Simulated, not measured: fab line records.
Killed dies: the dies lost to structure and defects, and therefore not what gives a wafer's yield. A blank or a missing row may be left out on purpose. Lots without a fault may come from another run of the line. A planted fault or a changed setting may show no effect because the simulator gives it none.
fab line records	flow sky130
[record] lots = 6	wafers = 18	last_day = 50
route steps=708 shown VIA1@481 METAL2@483 PAD_OPEN@708
lots that met no fault: taken from a fault-free run of the same line
start_h: hours from the record's opening day to when the first of the lot's shown wafers began	wait_h: hours since the lot's step before	" as in the row above	L1.1+2: one row covering several wafers at once	- value missing, or start not given	* or withheld: withheld	< > ~ a bound
route shown NAME@n: names a module that has steps shown in the file, with the first one's number in the route	usual: mean and standard deviation over wafers with no fault	same: alike in all rows	chamber/n: place in a boat	sites: readings site by site	_std_site: the standard deviation of these	_edge_site: mean of outer sites minus mean of inner sites	radius_mm: for every site, how far away it sits from the centre of the wafer	mask NAME#n: copy n	behind: the most recent tool/chamber to have shaped the wafer	hold: what put the lot on hold/how long, in hours/how the hold closed	device: the transistor (n, p or np) that didn't switch	end of line: the route-end tests of the same wafers	a step with no rows: only its recipe	killed: not the wafer's yield, but the dies lost to structure and defects at the first sort	map: per-die view of a wafer (x killed, . not killed, _ where there is no die)
set.NAME: the setting as run; set.NAME@STEP: as run at that earlier step	model.NAME: the simulator's own value behind a step, which no gauge read
lots at some steps of the route; a table a step, a row a wafer
services: a tool's chamber out of use, with start hour (start_h, from the record's first day; less than 0 if before it), hours out, and reason
[[steps]]
[step SKY_VIA1_THK_MEAS_23]
[recipe] thk_meas_gauge = xrf	reads = W_of_VIA1_CVD_21
[usual] VIA1_W_THK = 263.5/2.8
lot.wafer	tool	chamber	start_h	wait_h	VIA1_W_THK[nm]
L878.1	film_metro-04	-	790.71	0.1	264.9
L878.3	"	-	"	"	265.7
L878.6	"	-	"	"	262.7
L885.3	film_metro-03	-	853.62	0.1	262.4
L885.4	"	-	"	"	268.1
L885.6	"	-	"	"	269.3
L891.3	film_metro-03	-	899.00	0.1	263.5
L891.5	"	-	"	"	263.6
L891.6	"	-	"	"	266.0
L893.1	film_metro-04	-	911.01	0.1	260.5
L893.2	"	-	"	"	265.5
L893.4	"	-	"	"	265.8
L898.2	film_metro-03	-	944.69	0.1	260.8
L898.3	"	-	"	"	256.8
L898.5	"	-	"	"	258.0
L901.1	film_metro-01	-	962.14	0.1	265.6
L901.2	"	-	"	"	261.0
L901.3	"	-	"	"	260.7
[step SKY_VIA1_CMP_24]
[recipe] stop_on = SiO2	t_overpolish_s = 15	down_force_psi = 3.5	platen_rpm = 60	target_thk_nm = 0	pad_velocity_m_s = 0.94248
[usual] motor_current_A = 10.3/1	overpolish_run_s = 14.999/0.0082	time_to_endpoint_s = 65/4.4
lot.wafer	tool	chamber	start_h	wait_h	motor_current_A	overpolish_run_s	time_to_endpoint_s
L878.1	cmp-02	0	790.82	0.1	12.1	15.004	62
L878.3	"	1	"	"	11.6	15.008	65
L878.6	"	3	"	"	9.0	15.007	68
L885.4	cmp-02	2	853.82	0.2	9.9	15.003	69
L885.3	"	0	"	"	11.6	15.008	70
L885.6	"	3	"	"	8.9	15.005	74
L891.3	cmp-01	1	899.29	0.3	10.0	14.982	63
L891.5	"	2	"	"	10.0	14.987	66
L891.6	"	3	"	"	10.0	15.004	60
L893.2	cmp-01	1	911.07	0.0	9.9	14.994	65
L893.4	"	3	"	"	9.8	15.001	56
L893.1	"	0	"	"	10.0	14.999	59
L898.3	cmp-02	1	944.79	0.1	12.4	14.995	65
L898.2	"	2	"	"	9.9	14.996	63
L898.5	"	0	"	"	11.7	14.997	62
L901.2	cmp-01	3	962.20	0.0	9.8	15.013	58
L901.1	"	1	"	"	10.4	14.986	64
L901.3	"	2	"	"	10.3	15.005	66
[step SKY_METAL2_SPUTTER_00]
[recipe] material = Ti	target_thk_nm = 15	power_w = 3000	time_s = 10	chamber_pressure_pa = 0.4
[step SKY_METAL2_SPUTTER_01]
[recipe] material = TiN	target_thk_nm = 20	power_w = 6500	time_s = 16.7	chamber_pressure_pa = 0.4
[usual] throttle_valve_pct = 29.6/0.82
lot.wafer	tool	chamber	start_h	wait_h	throttle_valve_pct
L878.1	pvd_sputter-02	-	791.09	0.0	29.6
L878.3	"	-	"	"	29.1
L878.6	"	-	"	"	29.8
L885.3	pvd_sputter-04	-	854.15	0.0	29.8
L885.4	"	-	"	"	29.8
L885.6	"	-	"	"	29.7
L891.3	pvd_sputter-04	-	899.46	0.0	29.9
L891.5	"	-	"	"	29.7
L891.6	"	-	"	"	29.9
L893.1	pvd_sputter-02	-	911.39	0.0	29.2
L893.2	"	-	"	"	28.2
L893.4	"	-	"	"	30.1
L898.2	pvd_sputter-01	-	945.06	0.0	30.3
L898.3	"	-	"	"	28.9
L898.5	"	-	"	"	29.1
L901.1	pvd_sputter-02	-	962.52	0.0	30.1
L901.2	"	-	"	"	29.8
L901.3	"	-	"	"	29.2
[step SKY_METAL2_SPUTTER_02]
[recipe] material = AlCu	target_thk_nm = 250	power_w = 10600	time_s = 13.3	chamber_pressure_pa = 0.4
[usual] throttle_valve_pct = 29.6/0.81
lot.wafer	tool	chamber	start_h	wait_h	throttle_valve_pct
L878.1	pvd_sputter-02	-	791.12	0.0	29.7
L878.3	"	-	"	"	28.7
L878.6	"	-	"	"	29.9
L885.3	pvd_sputter-04	-	854.17	0.0	29.9
L885.4	"	-	"	"	29.5
L885.6	"	-	"	"	29.8
L891.3	pvd_sputter-04	-	899.49	0.0	29.6
L891.5	"	-	"	"	29.8
L891.6	"	-	"	"	29.8
L893.1	pvd_sputter-02	-	911.42	0.0	28.7
L893.2	"	-	"	"	28.4
L893.4	"	-	"	"	30.1
L898.2	pvd_sputter-01	-	945.09	0.0	30.6
L898.3	"	-	"	"	29.2
L898.5	"	-	"	"	28.6
L901.1	pvd_sputter-02	-	962.55	0.0	30.1
L901.2	"	-	"	"	29.6
L901.3	"	-	"	"	28.8
[step SKY_METAL2_SPUTTER_03]
[recipe] material = Ti	target_thk_nm = 5	power_w = 3000	time_s = 3.3	chamber_pressure_pa = 0.4
[usual] throttle_valve_pct = 29.6/0.81
lot.wafer	tool	chamber	start_h	wait_h	throttle_valve_pct
L878.1	pvd_sputter-02	-	791.14	0.0	29.7
L878.3	"	-	"	"	28.9
L878.6	"	-	"	"	29.9
L885.3	pvd_sputter-04	-	854.20	0.0	29.9
L885.4	"	-	"	"	29.6
L885.6	"	-	"	"	29.9
L891.3	pvd_sputter-04	-	899.51	0.0	29.5
L891.5	"	-	"	"	29.6
L891.6	"	-	"	"	29.7
L893.1	pvd_sputter-02	-	911.44	0.0	28.8
L893.2	"	-	"	"	28.9
L893.4	"	-	"	"	30.1
L898.2	pvd_sputter-01	-	945.11	0.0	30.4
L898.3	"	-	"	"	28.9
L898.5	"	-	"	"	28.9
L901.1	pvd_sputter-02	-	962.57	0.0	30.3
L901.2	"	-	"	"	29.6
L901.3	"	-	"	"	28.7
[step SKY_METAL2_SPUTTER_04]
[recipe] material = TiN	target_thk_nm = 70	power_w = 6500	time_s = 58.3	chamber_pressure_pa = 0.4
[step SKY_METAL2_RS_MEAS_05]
[recipe] thk_meas_gauge = four-point-probe	reads = TiN_of_METAL2_SPUTTER_04+Ti_of_METAL2_SPUTTER_03+AlCu_of_METAL2_SPUTTER_02+TiN_of_METAL2_SPUTTER_01+Ti_of_METAL2_SPUTTER_00
[usual] METAL2_ALCU_RS = 0.1270/0.0013
lot.wafer	tool	chamber	start_h	wait_h	METAL2_ALCU_RS[ohm/sq]
L878.1	film_metro-04	-	791.21	0.0	0.1283
L878.3	"	-	"	"	0.1274
L878.6	"	-	"	"	0.1282
L885.3	film_metro-04	-	854.30	0.1	0.1258
L885.4	"	-	"	"	0.1273
L885.6	"	-	"	"	0.1249
L891.3	film_metro-03	-	899.62	0.1	0.1274
L891.5	"	-	"	"	0.1291
L891.6	"	-	"	"	0.1270
L893.1	film_metro-03	-	911.51	0.0	0.1269
L893.2	"	-	"	"	0.1263
L893.4	"	-	"	"	0.1258
L898.2	film_metro-04	-	945.20	0.0	0.1283
L898.3	"	-	"	"	0.1286
L898.5	"	-	"	"	0.1279
L901.1	film_metro-03	-	962.64	0.0	0.1284
L901.2	"	-	"	"	0.1290
L901.3	"	-	"	"	0.1276
[step SKY_METAL2_THK_MEAS_06]
[recipe] thk_meas_gauge = xrf	reads = AlCu_of_METAL2_SPUTTER_02
[usual] METAL2_ALCU_THK = 246.6/2.7
lot.wafer	tool	chamber	start_h	wait_h	METAL2_ALCU_THK[nm]
L878.1	film_metro-04	-	791.33	0.1	243.6
L878.3	"	-	"	"	248.1
L878.6	"	-	"	"	244.9
L885.3	film_metro-04	-	854.40	0.1	249.6
L885.4	"	-	"	"	244.1
L885.6	"	-	"	"	251.1
L891.3	film_metro-03	-	899.72	0.1	246.6
L891.5	"	-	"	"	241.4
L891.6	"	-	"	"	247.5
L893.1	film_metro-03	-	911.63	0.1	248.3
L893.2	"	-	"	"	248.5
L893.4	"	-	"	"	249.5
L898.2	film_metro-04	-	945.31	0.1	243.7
L898.3	"	-	"	"	244.2
L898.5	"	-	"	"	245.8
L901.1	film_metro-03	-	962.76	0.1	244.8
L901.2	"	-	"	"	244.0
L901.3	"	-	"	"	248.9
[step SKY_METAL2_DEHYDRATE_07]
[recipe] temp_c = 200	time_s = 60
[step SKY_METAL2_HMDS_08]
[recipe] prime_time_s = 60	prime_temp_c = 120
[step SKY_METAL2_COAT_09]
[recipe] resist = BARC	temp_c = withheld	time_s = withheld	spin_rpm = 3000	resist_thk_nm = 60
[step SKY_METAL2_COAT_10]
[recipe] resist = KrF-thick	spin_rpm = 3000	resist_thk_nm = 450
[usual] spin_speed_rpm = 2999.7/1.6
lot.wafer	tool	chamber	start_h	wait_h	spin_speed_rpm	model.KrF-thick_of_METAL2_COAT_10.thk_nm
L878.1	litho_track-03	0	804	-	2998.0	450.1
L878.3	"	0	"	"	3000.9	451.6
L878.6	"	0	"	"	2998.2	451.7
L885.3	litho_track-02	0	867	-	2999.9	450
L885.4	"	0	"	"	2999.6	449.7
L885.6	"	0	"	"	2998.1	449.7
L891.3	litho_track-02	0	912	-	3105.8	443
L891.5	"	0	"	"	3106.5	443.2
L891.6	"	0	"	"	3107.5	442.5
L893.1	litho_track-02	0	924	-	3103.9	443.7
L893.2	"	0	"	"	3102.5	444.9
L893.4	"	0	"	"	3106.3	443.4
L898.2	litho_track-03	0	957	-	3000.9	449.9
L898.3	"	0	"	"	3002.1	448.4
L898.5	"	0	"	"	2999.7	450
L901.1	litho_track-03	0	974	-	2998.0	452.9
L901.2	"	0	"	"	2998.8	452.7
L901.3	"	0	"	"	2996.5	452.9
[step SKY_METAL2_SOFTBAKE_11]
[recipe] temp_c = 100	time_s = 90	resist = KrF-thick
[step SKY_METAL2_EXPOSE_12]
[recipe] mask_id = MM2	na = 0.8	source_shape = annular	sigma_inner = 0.55	sigma_outer = 0.85	target_cd_nm = 140	dose_mj = 28
[step SKY_METAL2_PEB_13]
[recipe] peb_temp_c = withheld	peb_time_s = withheld	resist = KrF-thick
[step SKY_METAL2_DEVELOP_14]
[recipe] develop_time_s = 60	resist = KrF-thick	dev_temp_c = 21
[step SKY_METAL2_CD_MEAS_15]
[recipe] target_cd_nm = 140
[usual] cd_nm = 139.9/1.5
lot.wafer	tool	chamber	start_h	wait_h	cd_nm
L878.1	cd_sem-01	-	818.15	-	141.0
L878.3	"	-	"	"	140.8
L878.6	"	-	"	"	138.7
L885.3	cd_sem-01	-	880.35	-	138.4
L885.4	"	-	"	"	137.6
L885.6	"	-	"	"	137.6
L891.3	cd_sem-01	-	924.95	-	141.5
L891.5	"	-	"	"	140.3
L891.6	"	-	"	"	141.3
L893.1	cd_sem-01	-	936.90	-	137.4
L893.2	"	-	"	"	138.4
L893.4	"	-	"	"	138.8
L898.2	cd_sem-01	-	970.37	-	141.8
L898.3	"	-	"	"	140.9
L898.5	"	-	"	"	141.2
L901.1	cd_sem-01	-	987.03	-	140.3
L901.2	"	-	"	"	142.1
L901.3	"	-	"	"	140.3
[step SKY_METAL2_OVL_MEAS_16]
[usual] METAL2_OVL = 1/5.7
lot.wafer	tool	chamber	start_h	wait_h	METAL2_OVL[nm]
L878.1	overlay-02	-	818.27	0.1	2
L878.3	"	-	"	"	2
L878.6	"	-	"	"	5
L885.3	overlay-01	-	880.44	0.1	-3
L885.4	"	-	"	"	-5
L885.6	"	-	"	"	-4
L891.3	overlay-01	-	925.04	0.1	10
L891.5	"	-	"	"	6
L891.6	"	-	"	"	1
L893.1	overlay-02	-	937.02	0.1	-2
L893.2	"	-	"	"	-5
L893.4	"	-	"	"	-2
L898.2	overlay-01	-	970.48	0.1	6
L898.3	"	-	"	"	4
L898.5	"	-	"	"	2
L901.1	overlay-01	-	987.15	0.1	2
L901.2	"	-	"	"	5
L901.3	"	-	"	"	6
[step SKY_METAL2_DESCUM_17]
[recipe] chemistry = O2	source_power_w = 150	bias_power_w = 0	pressure_mtorr = 10	temp_c = 40	time_s = 8
[step SKY_METAL2_ETCH_18]
[recipe] chemistry = N2/H2	target = BARC	ion_energy_ev = 200	bias_w = 100	pressure_mtorr = 30	n2_flow_sccm = 100	h2_flow_sccm = 200	icp_w = 500	stop_on = SiO2	time_s = 45.9	target_depth_a = 600
[usual] drypump_motor_current_A = 5.5/0.51	oes_product_au = 0.855/0.0043	rf_fwd_power_W = 493.9/2.2	throttle_valve_pct = 13.226/0.0091
lot.wafer	tool	chamber	start_h	wait_h	drypump_motor_current_A	oes_product_au	rf_fwd_power_W	rf_hours_counter_h	throttle_valve_pct
L878.1	rie_metal-02	0	818.34	0.0	6.0	0.860	495.7	7	13.227
L878.3	"	1	"	"	6.4	0.861	495.8	-	13.215
L878.6	"	0	"	"	6.0	0.858	497.1	-	13.220
L885.3	rie_metal-02	1	880.52	0.0	6.3	0.860	495.5	-	13.235
L885.4	"	0	"	"	6.0	0.859	495.2	-	13.221
L885.6	"	1	"	"	6.3	0.853	494.9	-	13.248
L891.3	rie_metal-01	1	925.12	0.0	4.9	0.853	493.8	-	13.219
L891.5	"	0	"	"	5.3	0.856	495.1	-	13.234
L891.6	"	1	"	"	4.9	0.851	495.0	-	13.227
L893.1	rie_metal-03	0	937.09	0.0	5.0	0.862	496.6	5	13.228
L893.2	"	1	"	"	5.8	0.851	492.1	9	13.236
L893.4	"	0	"	"	5.0	0.856	494.6	-	13.228
L898.2	rie_metal-01	1	970.54	0.0	4.9	0.855	497.6	16	13.221
L898.3	"	1	"	"	4.9	0.855	494.4	-	13.222
L898.5	"	0	"	"	5.3	0.851	493.9	-	13.215
L901.1	rie_metal-02	0	987.22	0.0	6.0	0.850	496.0	15	13.217
L901.2	"	1	"	"	6.4	0.858	496.7	11	13.222
L901.3	"	1	"	"	6.4	0.855	495.4	-	13.218
[step SKY_METAL2_METAL_ETCH_19]
[recipe] target_depth_a = 3600	stop_on = SiO2	over_etch_frac = 0.3	time_s = 78	chemistry = Cl2/BCl3	resist_sidewall_deg = 88	pressure_mtorr = 10	icp_w = 900	bias_w = 48.5	Cl2_flow_sccm = 60	bcl3_flow_sccm = 30
[usual] drypump_motor_current_A = 5.5/0.51	oes_product_au = 0.855/0.0053	rf_fwd_power_W = 893/3	throttle_valve_pct = 22.264/0.0089
lot.wafer	tool	chamber	start_h	wait_h	drypump_motor_current_A	oes_product_au	rf_fwd_power_W	rf_hours_counter_h	throttle_valve_pct	model.KrF-thick_of_METAL2_COAT_10.thk_nm
L878.1	rie_metal-02	0	818.40	0.0	6.0	0.846	893	7	22.261	157.2
L878.3	"	1	"	"	6.3	0.855	897	-	22.264	166.2
L878.6	"	0	"	"	6.0	0.850	891	-	22.249	158.6
L885.3	rie_metal-02	1	880.59	0.1	6.3	0.858	897	-	22.270	160.8
L885.4	"	0	"	"	6.0	0.854	897	-	22.265	157.6
L885.6	"	1	"	"	6.3	0.850	895	-	22.261	159.7
L891.3	rie_metal-01	1	925.19	0.1	4.9	0.850	895	-	22.260	155.5
L891.5	"	0	"	"	5.2	0.856	889	-	22.271	148.7
L891.6	"	1	"	"	4.9	0.859	895	-	22.272	154.1
L893.1	rie_metal-03	0	937.15	0.0	5.0	0.857	889	5	22.250	148.9
L893.2	"	1	"	"	5.8	0.856	892	9	22.266	150.4
L893.4	"	0	"	"	5.0	0.856	892	-	22.257	148.4
L898.2	rie_metal-01	1	970.60	0.0	4.9	0.856	895	16	22.266	160.4
L898.3	"	1	"	"	4.9	0.854	890	-	22.272	158.8
L898.5	"	0	"	"	5.2	0.854	891	-	22.265	153.3
L901.1	rie_metal-02	0	987.28	0.0	6.0	0.846	893	15	22.278	155.3
L901.2	"	1	"	"	6.3	0.845	893	11	22.261	165.8
L901.3	"	1	"	"	6.3	0.850	897	-	22.270	164.8
[step SKY_METAL2_STRIP_20]
[recipe] chemistry = O2/N2	power_w = 1400	pressure_mtorr = 1500	platen_temp_c = withheld	o2_flow_sccm = 3000	n2_flow_sccm = 300	overash_fraction = 0.5
[step SKY_PAD_OPEN_PROBE_99]
[usual] defect_limited_yield = 82.6/2.2	killed_at_M0_to_M3 = 43/7.9	killed_at_M4_up = 2.9/1.8	killed_at_contacts = 24/5.5	killed_at_front_end = 15/4.2	killed_at_other = 0.2/0.46	killed_dies = 86/11	killed_open = 47/8.1	killed_short = 39/6.4	sort_bin_3_pad_short = 0.9/0.44	sort_bin_5_function = 10.3/1.4	sort_bin_6_memory = 6.3/1.3	sort_n_pass = 406/11	sort_yield_pct = 82.6/2.2
[same] gross_dies = 492	killed_at_back_side = 0	sort_bin_4_leakage[%] = 0	sort_bin_8_speed[%] = 0
lot.wafer	tool	chamber	start_h	wait_h	defect_limited_yield[%]	killed_at_M0_to_M3	killed_at_M4_up	killed_at_contacts	killed_at_front_end	killed_at_other	killed_dies	killed_open	killed_short	sort_bin_3_pad_short[%]	sort_bin_5_function[%]	sort_bin_6_memory[%]	sort_n_pass	sort_yield_pct[%]
L885.3	prober-01	-	1123.11	0.2	84.8	42	2	20	11	0	75	42	33	0.6	10.6	4.1	417	84.8
L885.4	prober-01	-	1123.16	0.2	77.2	41	5	44	22	0	112	62	50	1.0	14.0	7.7	380	77.2
L885.6	prober-01	-	1123.26	0.2	77.6	53	2	36	17	2	110	59	51	0.6	12.4	9.3	382	77.6
L891.6	prober-02	-	1161.02	0.2	87.8	32	1	21	6	0	60	32	28	0.6	7.3	4.3	432	87.8
L893.1	prober-02	-	1168.88	0.1	81.3	51	1	22	17	1	92	50	42	1.0	11.8	5.9	400	81.3
L893.2	prober-02	-	1168.93	0.1	80.1	56	7	18	17	0	98	48	50	2.2	11.4	6.3	394	80.1
L893.4	prober-02	-	1169.03	0.2	81.7	52	4	22	12	0	90	49	41	0.8	10.4	7.1	402	81.7
// killed by level:class
L885.3 VIA1:geometric_particle:open=11 CONTACT:geometric_particle:open=10 METAL2:geometric_particle:short=6 VIA2:geometric_particle:open=6 POLY_GATE:geometric_particle:short=5 LI_CONTACT:geometric_particle:open=5 VIA3:geometric_particle:open=4 METAL3:geometric_particle:short=4
L885.4 CONTACT:geometric_particle:open=18 VIA1:geometric_particle:open=12 METAL1:geometric_particle:short=9 FIELD_ISO:geometric_particle:open=7 LOCAL_INTERCONNECT:geometric_particle:short=7 FIELD_ISO:geometric_particle:short=6 LI_CONTACT:geometric_particle:open=6 CONTACT:geometric_particle:short=6
L885.6 VIA1:geometric_particle:open=12 CONTACT:geometric_particle:open=11 CONTACT:geometric_particle:short=11 VIA2:geometric_particle:open=8 LI_CONTACT:geometric_particle:open=7 POLY_GATE:geometric_particle:open=6 METAL2:geometric_particle:short=6 POLY_GATE:geometric_particle:short=5
L891.6 CONTACT:geometric_particle:open=11 VIA1:geometric_particle:open=7 FIELD_ISO:geometric_particle:short=4 CONTACT:geometric_particle:short=4 VIA3:geometric_particle:open=4 VIA2:geometric_particle:open=4 VIA3:geometric_particle:short=4 LI_CONTACT:geometric_particle:open=3
L893.1 VIA2:geometric_particle:open=10 VIA1:geometric_particle:open=9 CONTACT:geometric_particle:open=7 CONTACT:geometric_particle:short=6 VIA3:geometric_particle:open=6 POLY_GATE:geometric_particle:short=5 VIA2:geometric_particle:short=5 FIELD_ISO:geometric_particle:open=4
L893.2 VIA1:geometric_particle:short=11 VIA1:geometric_particle:open=10 METAL1:geometric_particle:short=9 VIA3:geometric_particle:open=7 POLY_GATE:geometric_particle:open=7 CONTACT:geometric_particle:open=7 METAL4:geometric_particle:short=6 VIA2:geometric_particle:open=6
L893.4 VIA1:geometric_particle:open=14 METAL1:geometric_particle:short=8 VIA2:geometric_particle:open=7 VIA3:geometric_particle:open=6 LI_CONTACT:geometric_particle:open=6 CONTACT:geometric_particle:open=6 VIA2:geometric_particle:short=5 FIELD_ISO:geometric_particle:short=4
[[services]]
tool	chamber	start_h	hours	kind
cmp-01	-	784.90	1.9	repair
pvd_sputter-02	3	789.53	-	consumable_replace:kit
pvd_sputter-02	3	789.53	18.0	scheduled_down
pvd_sputter-02	3	789.53	18.0	vent_cycle
pvd_sputter-04	-	793.10	5.7	repair
cmp-01	-	826.16	7.2	pm
pvd_sputter-04	3	832.59	-	consumable_replace:kit
pvd_sputter-04	3	832.59	18.0	scheduled_down
pvd_sputter-01	-	836.52	16.7	repair
rie_metal-01	0	850.49	3.7	repair
pvd_sputter-04	-	857.26	1.2	repair
pvd_sputter-02	-	860.26	2.4	repair
rie_metal-03	-	873.94	1.0	repair
rie_metal-01	-	883.66	4.3	pm
cmp-02	-	897.99	7.2	pm
cmp-02	-	912.15	2.3	repair
cmp-02	-	914.48	4.0	pm
cmp-01	-	928.09	1.7	repair
rie_metal-02	0	936.27	11.3	repair
rie_metal-01	1	936.99	5.2	repair
rie_metal-01	-	943.99	0.8	repair
cmp-02	-	967.55	2.0	repair
pvd_sputter-01	-	973.72	3.7	repair
cmp-01	-	976.78	0.6	repair
[[key]]
[first_sign] step = SKY_METAL2_COAT_10	reading = spin_speed_rpm	direction = up	sigmas = 65	usual = 2999.7	struck = 3105.4
effect none on later readings
[model_effect] step = SKY_METAL2_COAT_10	value = KrF-thick_of_METAL2_COAT_10.thk_nm	without = 451.2	struck = 443.4
[model_effect] step = SKY_METAL2_METAL_ETCH_19	value = KrF-thick_of_METAL2_COAT_10.thk_nm	without = 158.7	struck = 151
met_at SKY_METAL2_COAT_10
struck_wafers L891.3,L891.5,L891.6,L893.1,L893.2,L893.4
onset_between 867 912
[fault] kind = process_parameter_drift	tool = litho_track-02	chamber = -	onset_h = 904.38	steps = SKY_METAL2_COAT_10	channel = spin_rpm	offset = 105.75	shape = step	end_h = 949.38	acts_in = these_recipes_only	stated = 3000
